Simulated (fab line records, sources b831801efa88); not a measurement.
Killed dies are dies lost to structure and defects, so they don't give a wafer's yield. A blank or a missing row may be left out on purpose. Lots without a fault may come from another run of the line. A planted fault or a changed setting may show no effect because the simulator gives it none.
A struck lot beside a sound one | flow sky130 | 43 steps out of a route of 708
Sound: wafers L723.2, L723.5, L723.6. Struck: wafers L739.1, L739.4, L739.6. The cause comes at the end.
At each step with rows: each side's tool, then ch and its chambers, then its first start. Under that, the readings that differ: sound wafers | struck wafers | difference of the means | sigmas: that difference in standard deviations of wafers without a fault.
alike: readings whose means differ by less than 2 such deviations, and words and numbers that are the same on both sides. not compared: withheld readings, readings that some wafer has no value for, bounds like >300 that may hide the same value, and numbers for which the record gives no deviation and whose values overlap.
The two part at a step that has a row with sigmas, a row that says differs or no value, or rows on one side only. Numbers that don't overlap but have no deviation are shown without sigmas and don't part them. A reading that every wafer of one side lacks parts them only if that side has two wafers or more.

first, 5 steps without rows for these wafers: SKY_VIA1_COAT_07 (resist thk 450 nm); SKY_VIA1_SOFTBAKE_08 (time 90 s); SKY_VIA1_EXPOSE_09 (exposes mask VIM, target cd 150 nm); SKY_VIA1_PEB_10; SKY_VIA1_DEVELOP_11 (develop time 60 s).
SKY_VIA1_CD_MEAS_12: target cd 150 nm.
  sound on cd_sem-01, day 34 14:43; struck on cd_sem-01, day 39 13:05
  alike: cd_nm
SKY_VIA1_OVL_MEAS_13:
  sound on overlay-01, day 34 14:49; struck on overlay-01, day 39 13:12
  alike: VIA1_OVL
SKY_VIA1_ETCH_14: etches BARC in N2/H2, stops on SiO2, time 45.9 s, target depth 60 nm.
  sound on rie_diel-03 ch 0,1,2, day 34 14:51; struck on rie_diel-02 ch 0,1, day 39 13:14
  reading               | sound             | struck            | difference | sigmas
  oes_product_au (a.u.) | 0.853 0.847 0.845 | 0.860 0.858 0.864 | +0.012     | +2
  alike: bias_w, drypump_motor_current_A, throttle_valve_pct
  not compared: rf_hours_counter_h
SKY_VIA1_ETCH_15: etches SiO2 in C4F8/O2/Ar, stops on TiN, target depth 351 nm, time 54 s.
  sound on rie_diel-03 ch 0,1,2, day 34 14:54; struck on rie_diel-02 ch 0,1, day 39 13:16
  alike: bias_w, oes_product_au
  not compared: rf_hours_counter_h
then, 3 steps without rows for these wafers: SKY_VIA1_STRIP_16 (strips in O2/N2); SKY_VIA1_STRIP_17 (strips in post etch residue remover, time 1200 s); SKY_VIA1_CLEAN_18 (cleans in IPA, time 180 s).
SKY_VIA1_CLEAN_19: cleans in O3/DIW.
  sound on wet_bench-03 ch 3, day 34 15:29; struck on wet_bench-01 ch 3, day 39 13:49
then, 1 step without rows for these wafers: SKY_VIA1_SPUTTER_20 (material TiN, target thk 20 nm, time 80 s).
SKY_VIA1_CVD_21: deposits W, target thk 270 nm, time 80.902 s.
  sound on cvd_w-02 ch 0,1, day 34 15:38; struck on cvd_w-01 ch 0,1, day 39 13:59
  alike: heater_power_w
SKY_VIA1_RS_MEAS_22: measures by four-point-probe.
  sound on film_metro-02, day 34 15:45; struck on film_metro-03, day 39 14:04
  alike: VIA1_W_RS
SKY_VIA1_THK_MEAS_23: measures by xrf.
  sound on film_metro-02, day 34 15:52; struck on film_metro-03, day 39 14:11
  alike: VIA1_W_THK
SKY_VIA1_CMP_24: polishes, stops on SiO2, t overpolish 15 s, target thk 0 nm.
  sound on cmp-01 ch 0,1,2, day 34 16:01; struck on cmp-02 ch 1,2,3, day 39 14:18
  alike: head_pressure_psi, motor_current_A, overpolish_run_s, time_to_endpoint_s
then, 4 steps without rows for these wafers: SKY_METAL2_SPUTTER_00 (material Ti, target thk 15 nm, time 10 s); SKY_METAL2_SPUTTER_01 (material TiN, target thk 20 nm, time 16.7 s); SKY_METAL2_SPUTTER_02 (material AlCu, target thk 250 nm, time 13.3 s); SKY_METAL2_SPUTTER_03 (material Ti, target thk 5 nm, time 3.3 s).
SKY_METAL2_SPUTTER_04: material TiN, target thk 70 nm, time 58.3 s.
  sound on pvd_sputter-01, day 34 16:18; struck on pvd_sputter-04, day 39 14:38
  alike: throttle_valve_pct
SKY_METAL2_RS_MEAS_05: measures by four-point-probe.
  sound on film_metro-01, day 34 16:22; struck on film_metro-04, day 39 14:41
  alike: METAL2_ALCU_RS
SKY_METAL2_THK_MEAS_06: measures by xrf.
  sound on film_metro-01, day 34 16:29; struck on film_metro-04, day 39 14:49
  alike: METAL2_ALCU_THK
then, 8 steps without rows for these wafers: SKY_METAL2_DEHYDRATE_07 (time 60 s); SKY_METAL2_HMDS_08 (prime time 60 s); SKY_METAL2_COAT_09 (resist thk 60 nm); SKY_METAL2_COAT_10 (resist thk 450 nm); SKY_METAL2_SOFTBAKE_11 (time 90 s); SKY_METAL2_EXPOSE_12 (exposes mask MM2, target cd 140 nm); SKY_METAL2_PEB_13; SKY_METAL2_DEVELOP_14 (develop time 60 s).
SKY_METAL2_CD_MEAS_15: target cd 140 nm.
  sound on cd_sem-01, day 35 18:40; struck on cd_sem-02, day 40 14:59
  alike: cd_nm
SKY_METAL2_OVL_MEAS_16:
  sound on overlay-01, day 35 18:46; struck on overlay-02, day 40 15:06
  alike: METAL2_OVL
then, 7 steps without rows for these wafers: SKY_METAL2_DESCUM_17 (chemistry O2, time 8 s); SKY_METAL2_ETCH_18 (etches BARC in N2/H2, stops on SiO2, time 45.9 s, target depth 60 nm); SKY_METAL2_METAL_ETCH_19 (etches the open film in Cl2/BCl3, stops on SiO2, target depth 360 nm, time 78 s); SKY_METAL2_STRIP_20 (strips in O2/N2); SKY_METAL2_STRIP_21 (strips in post etch residue remover, time 1200 s); SKY_METAL2_CLEAN_22 (cleans in IPA, time 180 s); SKY_METAL2_CLEAN_23 (cleans in O3/DIW).
-- the record jumps here: 9 days lie between the struck wafers' starts before and after (it left off in module METAL2 and takes up again in module PAD_OPEN, whose first step shown is number 708 of the route) --
SKY_PAD_OPEN_PROBE_99:
  sound on prober-01, day 46 05:17; struck on prober-02, day 50 01:31
  reading                               | sound             | struck            | difference | sigmas
  defect_limited_yield (%)              | 79.5 80.9 77.4    | 71.1 71.1 69.3    | -8.8       | -5
  killed_at_M0_to_M3                    | 43 38 58          | 101 112 97        | +57        | +9
  killed_at_front_end                   | 19 25 21          | 13 8 16           | -9         | -2
  killed_dies                           | 101 94 111        | 142 142 151       | +43        | +5
  sort_bin_3_pad_short (%)              | 1.4 1.2 0.8       | 4.3 5.1 4.7       | +3.6       | +8
  sort_bin_5_function (%)               | 10.8 10.4 13.8    | 16.7 15.4 18.9    | +5.3       | +4
  sort_n_pass                           | 391 398 381       | 350 350 341       | -43        | -5
  sort_yield_pct (%)                    | 79.5 80.9 77.4    | 71.1 71.1 69.3    | -8.8       | -5
  model.etest.tester.sort_n_pass        | 391 398 381       | 350 350 341       | -43        |
  model.etest.tester.sort_yield_pct (%) | 79.47 80.89 77.44 | 71.14 71.14 69.31 | -8.74      |
  model.etest.tester.sort_bin_5_pct (%) | 10.77 10.37 13.82 | 16.67 15.45 18.9  | +5.35      |
  model.etest.tester.sort_bin_3_pct (%) | 1.423 1.22 0.813  | 4.268 5.081 4.675 | +3.523     |
  alike: killed_at_M4_up, killed_at_contacts, killed_at_other, killed_open, killed_short, sort_bin_6_memory

WHERE THEY PART
First at SKY_VIA1_ETCH_14; last, within this record, at SKY_PAD_OPEN_PROBE_99.

WHY: what the simulator had put in
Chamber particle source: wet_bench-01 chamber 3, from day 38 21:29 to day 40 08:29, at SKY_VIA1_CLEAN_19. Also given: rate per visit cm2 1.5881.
